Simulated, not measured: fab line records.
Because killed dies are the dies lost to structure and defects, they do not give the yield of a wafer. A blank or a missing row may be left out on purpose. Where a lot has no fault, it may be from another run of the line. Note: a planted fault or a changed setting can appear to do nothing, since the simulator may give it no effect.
Which tool is to blame? || flow gf180mcu || 42 wafers from 14 lots sampled at 5 of the route's 602 steps

WHAT THE GAUGES READ, wafer by wafer
GF_VT_IMPLANT_TW_MEAS_21. Usual: VT_IMPLANT_2_TW 1200, standard deviation 6.5.
{"lot": "L738", "measured": "day 6 17:29", "on": "film-metro-01", "VT_IMPLANT_2_TW": "1191 1192 1193", "flag": ""}
{"lot": "L740", "measured": "day 7 07:03", "on": "film-metro-02", "VT_IMPLANT_2_TW": "1210 1208 1214", "flag": ""}
{"lot": "L741", "measured": "day 7 14:35", "on": "film-metro-03", "VT_IMPLANT_2_TW": "1196 1188 1199", "flag": ""}
{"lot": "L742", "measured": "day 7 19:31", "on": "film-metro-03", "VT_IMPLANT_2_TW": "1190 1196 1195", "flag": ""}
{"lot": "L743", "measured": "day 8 02:34", "on": "film-metro-01", "VT_IMPLANT_2_TW": "1199 1202 1197", "flag": ""}
{"lot": "L744", "measured": "day 8 07:42", "on": "film-metro-03", "VT_IMPLANT_2_TW": "1190 1194 1193", "flag": ""}
{"lot": "L746", "measured": "day 8 23:24", "on": "film-metro-02", "VT_IMPLANT_2_TW": "1201 1207 1206", "flag": ""}
{"lot": "L747", "measured": "day 9 00:45", "on": "film-metro-01", "VT_IMPLANT_2_TW": "1194 1197 1198", "flag": ""}
{"lot": "L748", "measured": "day 9 12:34", "on": "film-metro-03", "VT_IMPLANT_2_TW": "1198 1203 1191", "flag": ""}
{"lot": "L749", "measured": "day 9 16:04", "on": "film-metro-02", "VT_IMPLANT_2_TW": "1205 1212 1208", "flag": ""}
{"lot": "L751", "measured": "day 10 08:24", "on": "film-metro-03", "VT_IMPLANT_2_TW": "1197 1200 1208", "flag": ""}
{"lot": "L753", "measured": "day 10 16:52", "on": "film-metro-03", "VT_IMPLANT_2_TW": "1203 1205 1205", "flag": ""}
{"lot": "L756", "measured": "day 11 13:45", "on": "film-metro-02", "VT_IMPLANT_2_TW": "1201 1208 1206", "flag": ""}
{"lot": "L758", "measured": "day 12 01:43", "on": "film-metro-01", "VT_IMPLANT_2_TW": "1188 1197 1198", "flag": ""}

GF_VT_IMPLANT_OVL_MEAS_29. Usual: VT_IMPLANT_02_OVL -0.3 nm, standard deviation 1.4.
{"lot": "L738", "measured": "day 7 09:45", "on": "overlay-02", "VT_IMPLANT_02_OVL (nm)": "2.3 1.7 -0.3", "flag": ""}
{"lot": "L740", "measured": "day 7 23:17", "on": "overlay-02", "VT_IMPLANT_02_OVL (nm)": "0.1 -0.2 -1.8", "flag": ""}
{"lot": "L741", "measured": "day 8 06:46", "on": "overlay-02", "VT_IMPLANT_02_OVL (nm)": "-0.5 0.5 -0.8", "flag": ""}
{"lot": "L742", "measured": "day 8 11:51", "on": "overlay-01", "VT_IMPLANT_02_OVL (nm)": "-1.3 -1.8 -1.9", "flag": ""}
{"lot": "L743", "measured": "day 8 18:51", "on": "overlay-02", "VT_IMPLANT_02_OVL (nm)": "-1.7 -2.5 -1.7", "flag": ""}
{"lot": "L744", "measured": "day 9 01:01", "on": "overlay-02", "VT_IMPLANT_02_OVL (nm)": "-1.3 0.2 0.7", "flag": ""}
{"lot": "L746", "measured": "day 9 17:00", "on": "overlay-02", "VT_IMPLANT_02_OVL (nm)": "-1.7 -1.5 -3.6", "flag": ""}
{"lot": "L747", "measured": "day 9 18:20", "on": "overlay-02", "VT_IMPLANT_02_OVL (nm)": "-0.7 -0.9 0.0", "flag": ""}
{"lot": "L748", "measured": "day 10 06:39", "on": "overlay-02", "VT_IMPLANT_02_OVL (nm)": "1.4 1.1 0.9", "flag": ""}
{"lot": "L749", "measured": "day 10 10:31", "on": "overlay-02", "VT_IMPLANT_02_OVL (nm)": "-1.4 -1.8 -2.0", "flag": ""}
{"lot": "L751", "measured": "day 11 02:50", "on": "overlay-01", "VT_IMPLANT_02_OVL (nm)": "-0.2 0.6 -0.5", "flag": ""}
{"lot": "L753", "measured": "day 11 11:47", "on": "overlay-01", "VT_IMPLANT_02_OVL (nm)": "0.8 0.9 0.0", "flag": ""}
{"lot": "L756", "measured": "day 12 08:46", "on": "overlay-02", "VT_IMPLANT_02_OVL (nm)": "1.8 -0.4 -1.1", "flag": ""}
{"lot": "L758", "measured": "day 12 20:37", "on": "overlay-01", "VT_IMPLANT_02_OVL (nm)": "1.1 -0.1 2.2", "flag": ""}

GF_POLY_GATE_CD_MEAS_10: target cd 280 nm. Usual: cd-nm reads 280.1 nm (standard deviation 1.2).
{"lot": "L738", "measured": "day 9 22:08", "on": "cd-sem-02", "cd-nm (nm)": "279.5 279.4 278.5", "flag": ""}
{"lot": "L740", "measured": "day 10 11:32", "on": "cd-sem-02", "cd-nm (nm)": "280.6 280.8 280.3", "flag": ""}
{"lot": "L741", "measured": "day 10 18:54", "on": "cd-sem-02", "cd-nm (nm)": "279.5 280.2 280.7", "flag": ""}
{"lot": "L742", "measured": "day 11 02:51", "on": "cd-sem-01", "cd-nm (nm)": "281.5 282.8 282.7", "flag": ""}
{"lot": "L743", "measured": "day 11 08:30", "on": "cd-sem-01", "cd-nm (nm)": "278.8 282.4 280.8", "flag": ""}
{"lot": "L744", "measured": "day 11 14:07", "on": "cd-sem-01", "cd-nm (nm)": "279.7 279.6 280.6", "flag": ""}
{"lot": "L746", "measured": "day 12 08:28", "on": "cd-sem-01", "cd-nm (nm)": "280.0 280.7 280.2", "flag": ""}
{"lot": "L747", "measured": "day 12 10:13", "on": "cd-sem-01", "cd-nm (nm)": "280.3 280.0 279.7", "flag": ""}
{"lot": "L748", "measured": "day 13 00:42", "on": "cd-sem-01", "cd-nm (nm)": "278.5 278.2 277.7", "flag": ""}
{"lot": "L749", "measured": "day 13 04:09", "on": "cd-sem-02", "cd-nm (nm)": "278.8 278.6 280.1", "flag": ""}
{"lot": "L751", "measured": "day 13 19:29", "on": "cd-sem-02", "cd-nm (nm)": "281.4 279.8 281.5", "flag": ""}
{"lot": "L753", "measured": "day 14 08:30", "on": "cd-sem-01", "cd-nm (nm)": "279.4 279.2 279.7", "flag": ""}
{"lot": "L756", "measured": "day 15 06:49", "on": "cd-sem-01", "cd-nm (nm)": "294.8 295.8 295.7", "flag": "OFF"}
{"lot": "L758", "measured": "day 15 18:17", "on": "cd-sem-01", "cd-nm (nm)": "294.7 293.0 293.2", "flag": "OFF"}

GF_HV_LDD_CD_MEAS_07: target cd 400 nm. Usual: cd-nm reads 400.2 nm (standard deviation 1.9).
{"lot": "L738", "measured": "day 10 18:27", "on": "cd-sem-02", "cd-nm (nm)": "402.0 400.8 398.2", "flag": ""}
{"lot": "L740", "measured": "day 11 08:39", "on": "cd-sem-02", "cd-nm (nm)": "399.3 396.6 399.8", "flag": ""}
{"lot": "L741", "measured": "day 11 15:56", "on": "cd-sem-01", "cd-nm (nm)": "398.7 399.5 399.6", "flag": ""}
{"lot": "L742", "measured": "day 12 00:47", "on": "cd-sem-01", "cd-nm (nm)": "399.2 398.0 399.8", "flag": ""}
{"lot": "L743", "measured": "day 12 06:21", "on": "cd-sem-01", "cd-nm (nm)": "399.6 399.2 402.1", "flag": ""}
{"lot": "L744", "measured": "day 12 12:01", "on": "cd-sem-02", "cd-nm (nm)": "403.1 402.7 404.4", "flag": ""}
{"lot": "L746", "measured": "day 13 06:18", "on": "cd-sem-02", "cd-nm (nm)": "400.3 400.2 401.7", "flag": ""}
{"lot": "L747", "measured": "day 13 08:47", "on": "cd-sem-01", "cd-nm (nm)": "399.5 400.9 399.3", "flag": ""}
{"lot": "L748", "measured": "day 13 23:21", "on": "cd-sem-01", "cd-nm (nm)": "401.7 400.6 398.3", "flag": ""}
{"lot": "L749", "measured": "day 14 04:14", "on": "cd-sem-02", "cd-nm (nm)": "397.5 396.7 398.4", "flag": ""}
{"lot": "L751", "measured": "day 14 19:10", "on": "cd-sem-02", "cd-nm (nm)": "397.3 397.4 398.4", "flag": ""}
{"lot": "L753", "measured": "day 15 09:11", "on": "cd-sem-02", "cd-nm (nm)": "402.4 402.7 403.1", "flag": ""}
{"lot": "L756", "measured": "day 16 07:13", "on": "cd-sem-02", "cd-nm (nm)": "402.6 402.9 400.2", "flag": ""}
{"lot": "L758", "measured": "day 16 18:50", "on": "cd-sem-02", "cd-nm (nm)": "398.5 397.5 396.6", "flag": ""}

EACH LOT AND THE TOOL THAT RAN IT (in order: tool; ch and the chambers of the sampled wafers; start)
{"lot": "L738", "GF_POLY_GATE_SOFTBAKE_06": "litho-track-02 ch 0, day 9 13:00"}
{"lot": "L740", "GF_POLY_GATE_SOFTBAKE_06": "litho-track-03 ch 0, day 10 01:00"}
{"lot": "L741", "GF_POLY_GATE_SOFTBAKE_06": "litho-track-03 ch 0, day 10 09:00"}
{"lot": "L742", "GF_POLY_GATE_SOFTBAKE_06": "litho-track-03 ch 0, day 10 17:00"}
{"lot": "L743", "GF_POLY_GATE_SOFTBAKE_06": "litho-track-03 ch 0, day 10 22:00"}
{"lot": "L744", "GF_POLY_GATE_SOFTBAKE_06": "litho-track-03 ch 0, day 11 04:00"}
{"lot": "L746", "GF_POLY_GATE_SOFTBAKE_06": "litho-track-01 ch 0, day 11 22:00"}
{"lot": "L747", "GF_POLY_GATE_SOFTBAKE_06": "litho-track-02 ch 0, day 12 00:00"}
{"lot": "L748", "GF_POLY_GATE_SOFTBAKE_06": "litho-track-02 ch 0, day 12 13:00"}
{"lot": "L749", "GF_POLY_GATE_SOFTBAKE_06": "litho-track-03 ch 0, day 12 17:00"}
{"lot": "L751", "GF_POLY_GATE_SOFTBAKE_06": "litho-track-03 ch 0, day 13 09:00"}
{"lot": "L753", "GF_POLY_GATE_SOFTBAKE_06": "litho-track-02 ch 0, day 13 21:00"}
{"lot": "L756", "GF_POLY_GATE_SOFTBAKE_06": "litho-track-01 ch 0, day 14 19:00"}
{"lot": "L758", "GF_POLY_GATE_SOFTBAKE_06": "litho-track-01 ch 0, day 15 07:00"}
- GF_POLY_GATE_SOFTBAKE_06: time 60 s.

AS READ BY THE TOOLS THEMSELVES (means over the sampled wafers that have a number; for cases with no such wafer, the mark the record gives instead)
GF_POLY_GATE_SOFTBAKE_06. Usual: heater-power-total-W 93.05 W, standard deviation 0.063; plate-temp-C 129.99 C, standard deviation 0.13.
{"lot": "L738", "tool": "litho-track-02", "heater-power-total-W (W)": 93.07, "plate-temp-C (C)": 129.89, "flag": ""}
{"lot": "L740", "tool": "litho-track-03", "heater-power-total-W (W)": 93.06, "plate-temp-C (C)": 129.98, "flag": ""}
{"lot": "L741", "tool": "litho-track-03", "heater-power-total-W (W)": 93.04, "plate-temp-C (C)": 129.98, "flag": ""}
{"lot": "L742", "tool": "litho-track-03", "heater-power-total-W (W)": 93.09, "plate-temp-C (C)": 130.09, "flag": ""}
{"lot": "L743", "tool": "litho-track-03", "heater-power-total-W (W)": 93.06, "plate-temp-C (C)": 129.93, "flag": ""}
{"lot": "L744", "tool": "litho-track-03", "heater-power-total-W (W)": 93.04, "plate-temp-C (C)": 130.02, "flag": ""}
{"lot": "L746", "tool": "litho-track-01", "heater-power-total-W (W)": 93.04, "plate-temp-C (C)": 130.12, "flag": ""}
{"lot": "L747", "tool": "litho-track-02", "heater-power-total-W (W)": 93.06, "plate-temp-C (C)": 130.10, "flag": ""}
{"lot": "L748", "tool": "litho-track-02", "heater-power-total-W (W)": 93.03, "plate-temp-C (C)": 130.10, "flag": ""}
{"lot": "L749", "tool": "litho-track-03", "heater-power-total-W (W)": 93.04, "plate-temp-C (C)": 129.77, "flag": ""}
{"lot": "L751", "tool": "litho-track-03", "heater-power-total-W (W)": 93.00, "plate-temp-C (C)": 130.06, "flag": ""}
{"lot": "L753", "tool": "litho-track-02", "heater-power-total-W (W)": 93.07, "plate-temp-C (C)": 129.97, "flag": ""}
{"lot": "L756", "tool": "litho-track-01", "heater-power-total-W (W)": 86.50, "plate-temp-C (C)": 123.13, "flag": "OFF"}
{"lot": "L758", "tool": "litho-track-01", "heater-power-total-W (W)": 86.46, "plate-temp-C (C)": 122.88, "flag": "OFF"}

THE ANSWER, worked out from the rows above alone
Rule: a lot counts as off when the mean over its wafers that have a number is more than 3 standard deviations away from the usual mean. Also off: a lot with no number at a reading for which 4 or more lots have one. The other lots that the step has rows for count as sound. After the gauges, taken in route order, come the tools' own readings; for these a lot's mean is taken, as printed above. At the first step where some lot is off, the reading lying furthest off is the one used; lots without a number count as furthest.
Off: L756, L758, at GF_POLY_GATE_CD_MEAS_10 (cd-nm).
If a tool, at a process step before that reading, ran all the lots that are off and no sound lot after the first of them, it fits. The gauges at GF_POLY_GATE_CD_MEAS_10 aren't tried: what is off there is off at GF_POLY_GATE_SOFTBAKE_06 too, on other tools, and a gauge's error can't cause that. One candidate fits, namely litho-track-01 at GF_POLY_GATE_SOFTBAKE_06. Its last sound lot is L746 (day 11 22:00), its first lot that is off L756 (day 14 19:00): a fault that began between those two fits.
The tool's own readings at GF_POLY_GATE_SOFTBAKE_06 bear it out: on the lots that are off they differ by more than 5 times the standard deviation of the sound lots' means. heater-power-total-W reads 86.48 W there against 93.05 W on the sound lots; plate-temp-C reads 123.00 C there against 130.00 C on the sound lots.

WHAT HAD BEEN PUT IN BY THE SIMULATOR
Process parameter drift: litho-track-01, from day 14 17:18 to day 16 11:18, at GF_POLY_GATE_SOFTBAKE_06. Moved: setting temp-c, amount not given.
Struck lots among those shown: L756, L758. This agrees with what the rule above found.
